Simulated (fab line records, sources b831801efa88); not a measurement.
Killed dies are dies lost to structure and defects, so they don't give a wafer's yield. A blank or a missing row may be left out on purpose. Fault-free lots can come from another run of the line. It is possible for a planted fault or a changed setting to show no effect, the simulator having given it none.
fab line records | flow sky130 | part 2 of 2: steps 35 to 35 of 35
record lots=7 | wafers=21 | lastDay=50
route steps=708 shown SD_P@327 RES_XHIGH@332 SD_N@342 SALICIDE@361 PAD_OPEN@708
lots that met no fault: taken from a fault-free run of the same line
startH: start of the lot's first displayed wafer, in hours after the record's first day | waitH: hours since the lot's step before | " as in the row above | L1.1+2: a row that stands for several wafers | - either no value or no given start | * or withheld: withheld | < > ~ a bound
route shown NAME@n: a module of which the file shows steps, and the number in the route of the first | usual: mean/standard deviation taken from wafers without a fault | same: alike in all rows | chamber/n: place in a boat | sites: readings site by site | _std_site: the values' standard deviation | _edge_site: inner sites' mean taken away from outer sites' mean | radiusMm: for every site, how far away it sits from the centre of the wafer | mask NAME#n: copy n | behind: the most recent tool/chamber to have shaped the wafer | hold: why the lot went on hold/how many hours it stayed there/how the hold came to an end | device: which transistor (n, p or np) failed to switch | end of line: tests run on the same wafers once the route is complete | for a step that has no rows: nothing shown but its recipe | killed: count of dies lost to structure and defects at first sort (not the wafer's yield) | map: shows each die of a wafer: x if killed, . if not, _ if none is there
set.NAME: the setting as run; set.NAME@STEP: as run at that earlier step | model.NAME: the simulator's own value behind a step, which no gauge read
lots at some steps of the route; a table a step, a row a wafer
services: a tool's chamber out of use, with start hour (startH, from the record's first day; less than 0 if before it), hours out, and reason
## steps
# step SKY_PAD_OPEN_PROBE_99
# usual killed_at_M0_to_M3=43/6.9 | killed_at_M4_up=3.1/1.8 | killedAtContacts=24/5.1 | killedAtFrontEnd=15/4.8 | killedAtOther=0.3/0.48 | killedDies=86/8.9 | killedOnRim=18/3.8 | killedOpen=47/6.8 | killedShort=39/6.3
# same grossDies=492 | killedAtBackSide=0
lot.wafer | tool      | chamber | startH  | waitH | killed_at_M0_to_M3 | killed_at_M4_up | killedAtContacts | killedAtFrontEnd | killedAtOther | killedDies | killedOnRim | killedOpen | killedShort | model.etest.resXhighPo.lineOhmUm | model.etest.resXhighPo.rsOhmSq
L357.1    | prober-01 | -       | 1081.94 | 0.1   | 48                 | 3               | 32               | 23               | 0             | 106        | 20          | 57         | 49          | 5696                             | 1989
L357.2    | prober-01 | -       | 1081.99 | 0.1   | 59                 | 1               | 26               | 14               | 2             | 102        | 20          | 48         | 54          | 5782                             | 1988
L357.5    | prober-01 | -       | 1082.14 | 0.2   | 44                 | 2               | 26               | 21               | 0             | 93         | 16          | 47         | 46          | 5905                             | 2032
L363.1    | prober-01 | -       | 1126.28 | 0.1   | 53                 | 3               | 24               | 21               | 0             | 101        | 19          | 55         | 46          | 5929                             | 2056
L363.3    | prober-01 | -       | 1126.38 | 0.2   | 40                 | 2               | 28               | 12               | 0             | 82         | 20          | 41         | 41          | 5885                             | 2055
L363.5    | prober-01 | -       | 1126.48 | 0.2   | 25                 | 3               | 25               | 15               | 1             | 69         | 17          | 40         | 29          | 5908                             | 2066
L365.1    | prober-01 | -       | 1128.22 | 0.1   | 29                 | 2               | 23               | 20               | 0             | 74         | 12          | 36         | 38          | 5965                             | 2057
L365.2    | prober-01 | -       | 1128.27 | 0.1   | 46                 | 7               | 15               | 19               | 0             | 87         | 22          | 44         | 43          | 5628                             | 1972
L365.4    | prober-01 | -       | 1128.37 | 0.2   | 43                 | 2               | 22               | 15               | 0             | 82         | 14          | 44         | 38          | 5916                             | 2072
L368.1    | prober-02 | -       | 1148.47 | 0.1   | 45                 | 4               | 36               | 10               | 0             | 95         | 18          | 47         | 48          | 1955                             | 677.2
L368.2    | prober-02 | -       | 1148.52 | 0.1   | 53                 | 2               | 22               | 11               | 0             | 88         | 18          | 53         | 35          | 1906                             | 668.4
L368.4    | prober-02 | -       | 1148.62 | 0.2   | 32                 | 1               | 28               | 12               | 1             | 74         | 19          | 42         | 32          | 1897                             | 660.2
L370.3    | prober-01 | -       | 1163.85 | 0.2   | 48                 | 4               | 20               | 10               | 0             | 82         | 18          | 41         | 41          | 5576                             | 1959
L370.4    | prober-01 | -       | 1163.90 | 0.2   | 40                 | 5               | 32               | 14               | 0             | 91         | 14          | 57         | 33          | 5720                             | 2008
L370.5    | prober-01 | -       | 1163.95 | 0.2   | 32                 | 1               | 25               | 27               | 0             | 85         | 22          | 51         | 33          | 5750                             | 2005
L373.3    | prober-01 | -       | 1173.95 | 0.2   | 52                 | 8               | 24               | 16               | 0             | 100        | 20          | 47         | 53          | 1907                             | 663.9
L373.4    | prober-01 | -       | 1174.00 | 0.2   | 40                 | 5               | 18               | 26               | 0             | 89         | 15          | 50         | 37          | 1884                             | 655.4
L373.5    | prober-01 | -       | 1174.05 | 0.2   | 39                 | 5               | 26               | 12               | 0             | 82         | 17          | 47         | 35          | 1896                             | 662.7
L378.3    | prober-02 | -       | 1192.12 | 0.2   | 49                 | 2               | 32               | 19               | 0             | 102        | 18          | 59         | 43          | 1810                             | 637
L378.4    | prober-02 | -       | 1192.17 | 0.2   | 32                 | 3               | 29               | 13               | 0             | 77         | 9           | 43         | 34          | 1903                             | 667.1
L378.5    | prober-02 | -       | 1192.22 | 0.2   | 55                 | 2               | 27               | 12               | 0             | 96         | 13          | 53         | 43          | 1812                             | 637.5
# killed by level:class
L357.1 CONTACT:geometricParticle:open=12 LI_CONTACT:geometricParticle:open=8 VIA1:geometricParticle:open=8 CONTACT:geometricParticle:short=6 VIA2:geometricParticle:open=6 POLY_GATE:geometricParticle:open=5 METAL1:geometricParticle:short=5 METAL2:geometricParticle:short=5
L357.2 METAL2:geometricParticle:short=14 LI_CONTACT:geometricParticle:open=9 CONTACT:geometricParticle:open=8 METAL1:geometricParticle:short=8 VIA1:geometricParticle:open=8 VIA3:geometricParticle:open=7 VIA1:geometricParticle:short=7 VIA2:geometricParticle:open=6
L357.5 CONTACT:geometricParticle:open=10 VIA1:geometricParticle:open=9 METAL1:geometricParticle:short=8 LI_CONTACT:geometricParticle:open=7 METAL2:geometricParticle:short=7 POLY_GATE:geometricParticle:short=6 VIA2:geometricParticle:open=6 FIELD_ISO:geometricParticle:open=5
L363.1 VIA3:geometricParticle:open=13 VIA2:geometricParticle:open=10 FIELD_ISO:geometricParticle:short=7 LOCAL_INTERCONNECT:geometricParticle:short=7 LI_CONTACT:geometricParticle:open=7 VIA1:geometricParticle:open=7 FIELD_ISO:geometricParticle:open=6 METAL1:geometricParticle:short=6
L363.3 CONTACT:geometricParticle:open=10 VIA1:geometricParticle:open=9 METAL3:geometricParticle:short=7 LI_CONTACT:geometricParticle:open=6 CONTACT:geometricParticle:short=6 VIA2:geometricParticle:open=6 VIA1:geometricParticle:short=4 FIELD_ISO:geometricParticle:open=3
L363.5 CONTACT:geometricParticle:open=15 METAL2:geometricParticle:short=8 LI_CONTACT:geometricParticle:open=7 FIELD_ISO:geometricParticle:open=4 POLY_GATE:geometricParticle:short=4 VIA1:geometricParticle:open=4 METAL1:geometricParticle:short=4 VIA2:geometricParticle:open=4
L365.1 VIA1:geometricParticle:open=8 CONTACT:geometricParticle:open=7 LI_CONTACT:geometricParticle:open=6 FIELD_ISO:geometricParticle:open=5 POLY_GATE:geometricParticle:short=5 CONTACT:geometricParticle:short=5 FIELD_ISO:geometricParticle:short=4 POLY_GATE:geometricParticle:open=4
L365.2 VIA3:geometricParticle:open=9 CONTACT:geometricParticle:open=7 FIELD_ISO:geometricParticle:open=6 VIA1:geometricParticle:short=6 METAL2:geometricParticle:short=6 VIA1:geometricParticle:open=6 POLY_GATE:geometricParticle:short=4 METAL1:geometricParticle:short=4
L365.4 VIA1:geometricParticle:open=10 LI_CONTACT:geometricParticle:open=9 VIA3:geometricParticle:open=9 FIELD_ISO:geometricParticle:short=5 FIELD_ISO:geometricParticle:open=4 LI_CONTACT:geometricParticle:short=4 METAL2:geometricParticle:short=4 CONTACT:geometricParticle:open=4
L368.1 VIA1:geometricParticle:open=14 LI_CONTACT:geometricParticle:open=12 METAL1:geometricParticle:short=11 CONTACT:geometricParticle:open=10 CONTACT:geometricParticle:short=7 LOCAL_INTERCONNECT:geometricParticle:short=4 METAL2:geometricParticle:short=4 VIA1:geometricParticle:short=4
L368.2 VIA1:geometricParticle:open=14 VIA3:geometricParticle:open=10 LI_CONTACT:geometricParticle:open=7 METAL2:geometricParticle:short=7 CONTACT:geometricParticle:open=7 VIA1:geometricParticle:short=5 METAL1:geometricParticle:short=5 VIA2:geometricParticle:open=5
L368.4 CONTACT:geometricParticle:open=15 VIA3:geometricParticle:open=7 LOCAL_INTERCONNECT:geometricParticle:short=5 METAL2:geometricParticle:short=5 VIA2:geometricParticle:open=5 METAL1:geometricParticle:short=4 FIELD_ISO:geometricParticle:short=3 POLY_GATE:geometricParticle:open=3
L370.3 METAL2:geometricParticle:short=12 VIA3:geometricParticle:open=9 VIA1:geometricParticle:open=8 CONTACT:geometricParticle:open=6 LI_CONTACT:geometricParticle:open=6 CONTACT:geometricParticle:short=5 VIA1:geometricParticle:short=5 FIELD_ISO:geometricParticle:open=4
L370.4 CONTACT:geometricParticle:open=17 VIA3:geometricParticle:open=7 LI_CONTACT:geometricParticle:open=7 VIA1:geometricParticle:open=6 METAL2:geometricParticle:short=6 FIELD_ISO:geometricParticle:short=4 FIELD_ISO:geometricParticle:open=4 VIA2:geometricParticle:open=4
L370.5 FIELD_ISO:geometricParticle:short=11 CONTACT:geometricParticle:open=11 VIA2:geometricParticle:open=7 VIA1:geometricParticle:open=6 VIA3:geometricParticle:open=6 POLY_GATE:geometricParticle:open=5 CONTACT:geometricParticle:short=5 LI_CONTACT:geometricParticle:open=5
L373.3 VIA1:geometricParticle:open=13 METAL2:geometricParticle:short=12 CONTACT:geometricParticle:open=8 POLY_GATE:geometricParticle:short=6 LOCAL_INTERCONNECT:geometricParticle:short=6 VIA3:geometricParticle:open=6 FIELD_ISO:geometricParticle:short=5 CONTACT:geometricParticle:short=5
L373.4 FIELD_ISO:geometricParticle:short=10 VIA1:geometricParticle:open=9 FIELD_ISO:geometricParticle:open=8 VIA3:geometricParticle:open=8 CONTACT:geometricParticle:open=7 LI_CONTACT:geometricParticle:open=7 VIA2:geometricParticle:open=5 POLY_GATE:geometricParticle:short=4
L373.5 CONTACT:geometricParticle:open=16 VIA1:geometricParticle:open=11 VIA2:geometricParticle:open=7 POLY_GATE:geometricParticle:short=4 CONTACT:geometricParticle:short=4 VIA1:geometricParticle:short=4 VIA3:geometricParticle:short=4 FIELD_ISO:geometricParticle:short=3
L378.3 VIA1:geometricParticle:open=17 LI_CONTACT:geometricParticle:open=13 VIA3:geometricParticle:open=7 VIA1:geometricParticle:short=6 FIELD_ISO:geometricParticle:open=5 POLY_GATE:geometricParticle:short=5 LOCAL_INTERCONNECT:geometricParticle:short=5 CONTACT:geometricParticle:short=5
L378.4 CONTACT:geometricParticle:open=9 LI_CONTACT:geometricParticle:open=8 VIA2:geometricParticle:open=6 VIA3:geometricParticle:open=6 CONTACT:geometricParticle:short=5 VIA1:geometricParticle:open=5 FIELD_ISO:geometricParticle:short=4 POLY_GATE:geometricParticle:short=3
L378.5 VIA1:geometricParticle:open=15 LI_CONTACT:geometricParticle:open=9 VIA2:geometricParticle:open=8 CONTACT:geometricParticle:open=7 METAL1:geometricParticle:short=7 VIA3:geometricParticle:short=6 FIELD_ISO:geometricParticle:open=5 VIA3:geometricParticle:open=5
## services
tool           | chamber | startH | hours | kind
implanter-01   | -       | 598.18 | 2.0   | repair
plasmaAsher-01 | -       | 598.80 | 4.2   | repair
plasmaAsher-01 | -       | 629.78 | 0.9   | repair
plasmaAsher-03 | -       | 664.83 | 2.4   | repair
plasmaAsher-02 | -       | 664.91 | 2.8   | pm
implanter-01   | -       | 693.40 | 2.8   | repair
plasmaAsher-01 | -       | 705.47 | 2.8   | pm
plasmaAsher-03 | -       | 711.42 | 1.4   | repair
plasmaAsher-01 | -       | 718.46 | 6.4   | repair
rtpAnneal-01   | -       | 719.23 | 4.0   | pm
implanter-03   | -       | 724.31 | 3.3   | pm
plasmaAsher-04 | -       | 733.75 | 9.0   | pm
plasmaAsher-04 | 0       | 733.75 | 9.0   | ventCycle
plasmaAsher-04 | 1       | 733.75 | 9.0   | ventCycle
plasmaAsher-02 | -       | 741.09 | 4.3   | pm
plasmaAsher-04 | 0       | 742.75 | -     | clean
plasmaAsher-04 | 1       | 742.75 | -     | clean
implanter-01   | -       | 745.34 | 1.7   | repair
plasmaAsher-02 | -       | 747.26 | 3.0   | repair
plasmaAsher-03 | -       | 750.34 | 0.6   | repair
plasmaAsher-01 | -       | 752.36 | 7.1   | repair
plasmaAsher-01 | -       | 773.88 | 0.7   | repair
## key
firstSign step=SKY_RES_XHIGH_IMPLANT_07 | reading=visit | direction=added
effect step=SKY_RES_XHIGH_STRIP_08 | reading=stripTimeToEndpointS | direction=up | sigmas=23 | usual=* | struck=*
effect step=SKY_RES_XHIGH_TW_MEAS_09 | reading=RES_XHIGH_TW | direction=up | sigmas=41 | usual=1642 | struck=2018
effect step=SKY_SD_N_RS_MEAS_18 | reading=RES_XHIGH_RS | direction=down | sigmas=99+ | usual=333.4 | struck=204.5
modelEffect step=SKY_PAD_OPEN_PROBE_99 | value=etest.resXhighPo.lineOhmUm | without=5741 | struck=1886
metAt SKY_RES_XHIGH_IMPLANT_07
struckWafers L368.1,L368.2,L368.4,L373.3,L373.4,L373.5,L378.3,L378.4,L378.5
testerLeftOut L368,L373,L378
fault kind=repeatedStepWhole | tool=implanter-01,implanter-03,implanter-04 | chamber=- | onsetH=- | steps=SKY_RES_XHIGH_IMPLANT_07 | times=1 | scope=struckLotsOnly
# testerLeftOut: of these lots the tester's yield and bins aren't shown, on N5 and GAA mostly nor the transistor test; their killed dies are dies lost to structure and defects alone, not to doping, threshold or leakage, so they don't give the yield
